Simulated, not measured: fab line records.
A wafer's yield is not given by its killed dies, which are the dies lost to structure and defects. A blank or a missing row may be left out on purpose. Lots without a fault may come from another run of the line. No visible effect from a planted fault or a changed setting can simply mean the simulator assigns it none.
Chamber matching / flow gf180mcu / rie_diel-02 running GF_HV_LDD_ETCHBACK_58: 4 sister chambers
The step etches Si3N4 in CH3F/O2, stops on SiO2, time 100 s, target depth 90 nm. 8 wafers are shown with their chamber, then 7 later ones without.

WAFERS PAIRED WITH THEIR CHAMBERS
wafer=L814.1; chamber=0; drypump_motor_current_A (A)=6.0; run_length_s (s)=128.3
wafer=L814.6; chamber=1; drypump_motor_current_A (A)=5.8; run_length_s (s)=129.1
wafer=L815.4; chamber=0; drypump_motor_current_A (A)=6.0; run_length_s (s)=128.5
wafer=L817.3; chamber=1; drypump_motor_current_A (A)=5.9; run_length_s (s)=128.9
wafer=L818.1; chamber=2; drypump_motor_current_A (A)=5.3; run_length_s (s)=127.1
wafer=L818.5; chamber=3; drypump_motor_current_A (A)=5.1; run_length_s (s)=128.3
wafer=L821.3; chamber=2; drypump_motor_current_A (A)=5.3; run_length_s (s)=127.2
wafer=L821.5; chamber=3; drypump_motor_current_A (A)=5.0; run_length_s (s)=128.6

WAFERS WHOSE CHAMBER IS MISSING
wafer=L821.6; drypump_motor_current_A (A)=5.4; run_length_s (s)=127.6
wafer=L832.4; drypump_motor_current_A (A)=5.0; run_length_s (s)=128.3
wafer=L832.5; drypump_motor_current_A (A)=5.8; run_length_s (s)=129.2
wafer=L832.6; drypump_motor_current_A (A)=5.9; run_length_s (s)=129.0
wafer=L835.2; drypump_motor_current_A (A)=5.9; run_length_s (s)=128.8
wafer=L835.4; drypump_motor_current_A (A)=5.4; run_length_s (s)=127.4
wafer=L835.6; drypump_motor_current_A (A)=5.3; run_length_s (s)=127.3

EACH ONE'S CHAMBER
wafer=L821.6; from the rows above=2; in truth=2
wafer=L832.4; from the rows above=3; in truth=3
wafer=L832.5; from the rows above=1; in truth=1
wafer=L832.6; from the rows above=1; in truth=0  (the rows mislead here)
wafer=L835.2; from the rows above=can't be placed: 1 or 0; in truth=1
wafer=L835.4; from the rows above=2; in truth=2
wafer=L835.6; from the rows above=2; in truth=2
Placed correctly: 5 of 7. Not placeable from these rows: 1 (in 1, the candidates include the true chamber). Number placed wrongly: 1.
How it was worked out, from the rows above alone: a wafer's distance from a chamber is the root of the sum, over the readings, of the square of ((its reading less the chamber's mean) divided by the reading's scatter). If the next closest chamber is less than 2 further off than the closest, the wafer can't be placed; otherwise it belongs to the closest. The mean given for a chamber averages the wafers shown for that chamber. The scatter: take each reading less its chamber's mean, square it, sum over the shown wafers, divide by the number of wafers less the number of chambers, and take the root.
